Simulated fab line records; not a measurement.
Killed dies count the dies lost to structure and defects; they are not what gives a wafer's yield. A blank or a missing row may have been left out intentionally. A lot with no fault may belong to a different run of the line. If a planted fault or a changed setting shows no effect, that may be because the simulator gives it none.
Struck lot and sound lot, side by side    flow sky130    36 out of 708 route steps
Sound: the wafers L555.1, L555.4, L555.6. Wafers struck: L562.1, L562.2, L562.3. Last of all comes the cause.
At each step with rows: each side's tool, then ch and its chambers, then its first start. Under that, the readings that differ: sound wafers    struck wafers    difference of the means    sigmas: that difference in standard deviations of wafers without a fault.
alike: same words and numbers on both sides, and readings whose means sit less than 2 such deviations apart. not compared: any withheld reading, any reading some wafer has no value for, any bound like >300 that may hide the same value, and any number with overlapping values for which the record gives no deviation.
A row with sigmas, a row that says differs or no value, or rows on one side alone: a step with any of these is where the two part. Numbers that have no deviation but don't overlap get no sigmas and don't part them. A reading missing from all wafers of one side parts the sides only when that side holds two or more wafers.

first, 11 steps without rows for these wafers: SKY_VIA4_DEHYDRATE_04 (time 60 s); SKY_VIA4_HMDS_05 (prime time 60 s); SKY_VIA4_COAT_06 (resist thk 1140 nm); SKY_VIA4_SOFTBAKE_07 (time 60 s); SKY_VIA4_EXPOSE_08 (exposes mask VIM4, target cd 800 nm); SKY_VIA4_PEB_09; SKY_VIA4_DEVELOP_10 (develop time 60 s); SKY_VIA4_ETCH_12 (etches SiO2 in C4F8/O2/Ar, stops on TiN, target depth 580 nm); SKY_VIA4_STRIP_13 (strips in O2/N2); SKY_VIA4_STRIP_14 (strips in post etch residue remover, time 1200 s); SKY_VIA4_CLEAN_15 (cleans in IPA, time 180 s).
SKY_VIA4_CLEAN_16: cleans in O3/DIW.
  sound on wet-bench-04 ch 3, day 45 05:47; struck on wet-bench-04 ch 3, day 47 06:22
then, 23 steps without rows for these wafers: SKY_VIA4_SPUTTER_17 (material TiN, target thk 20 nm, time 80 s); SKY_VIA4_CVD_18 (deposits W, target thk 505 nm, time 152.14 s); SKY_VIA4_CMP_21 (polishes, stops on SiO2, t overpolish 25 s, target thk 0 nm); SKY_METAL5_SPUTTER_00 (material Ti, target thk 15 nm, time 10 s); SKY_METAL5_SPUTTER_01 (material TiN, target thk 20 nm, time 16.7 s); SKY_METAL5_SPUTTER_02 (material AlCu, target thk 1150 nm, time 61.2 s); SKY_METAL5_SPUTTER_03 (material Ti, target thk 5 nm, time 3.3 s); SKY_METAL5_SPUTTER_04 (material TiN, target thk 70 nm, time 58.3 s); SKY_METAL5_DEHYDRATE_07 (time 60 s); SKY_METAL5_HMDS_08 (prime time 60 s); SKY_METAL5_COAT_09 (resist thk 1800 nm); SKY_METAL5_SOFTBAKE_10 (time 60 s); SKY_METAL5_EXPOSE_11 (exposes mask MM5, target cd 1600 nm); SKY_METAL5_PEB_12; SKY_METAL5_DEVELOP_13 (develop time 60 s); SKY_METAL5_DESCUM_14 (chemistry O2, time 11 s); SKY_METAL5_METAL_ETCH_15 (etches the open film in Cl2/BCl3, stops on SiO2, target depth 1260 nm, time 252 s); SKY_METAL5_STRIP_16 (strips in O2/N2); SKY_METAL5_STRIP_17 (strips in post etch residue remover, time 1200 s); SKY_METAL5_CLEAN_18 (cleans in IPA, time 180 s); SKY_METAL5_CLEAN_19 (cleans in O3/DIW); SKY_PASSIVATION_CVD_00 (deposits SiO2, target thk 90 nm); SKY_PASSIVATION_CVD_02 (deposits Si3N4, target thk 540 nm).
-- the record jumps here: 2 days lie between the struck wafers' starts before and after (it left off in module PASSIVATION and takes up again in module PAD_OPEN, whose first step shown is number 708 of the route) --
SKY_PAD_OPEN_PROBE_99:
  sound: prober-01 at day 47 22:20; struck: prober-02 at day 49 17:59
reading                                sound                struck             difference  sigmas
killed_at_M4_up                        3 3 3                23 24 14           +17         +11
sort_bin_3_pad_short (%)               0.2 0.4 0.8          1.4 1.0 2.0        +1.0        +3
model.etest.tester.sort-n-pass         412 411 401          397 395 400        -11         
model.etest.tester.sort-yield-pct (%)  83.74 83.54 81.5     80.69 80.28 81.3   -2.17       
model.etest.tester.sort_bin_3_pct (%)  0.2033 0.4065 0.813  1.423 1.016 2.033  +1.016      
  alike: defect-limited-yield, killed_at_M0_to_M3, killed-at-contacts, killed-at-front-end, killed-at-other, killed-dies, killed-open, killed-short, sort_bin_5_function, sort_bin_6_memory, sort-n-pass, sort-yield-pct
  not compared: model.etest.tester.sort_bin_5_pct

## WHERE THEY PART
At SKY_PAD_OPEN_PROBE_99 and nowhere else, as far as this record goes.

WHY: the cause the simulator had injected
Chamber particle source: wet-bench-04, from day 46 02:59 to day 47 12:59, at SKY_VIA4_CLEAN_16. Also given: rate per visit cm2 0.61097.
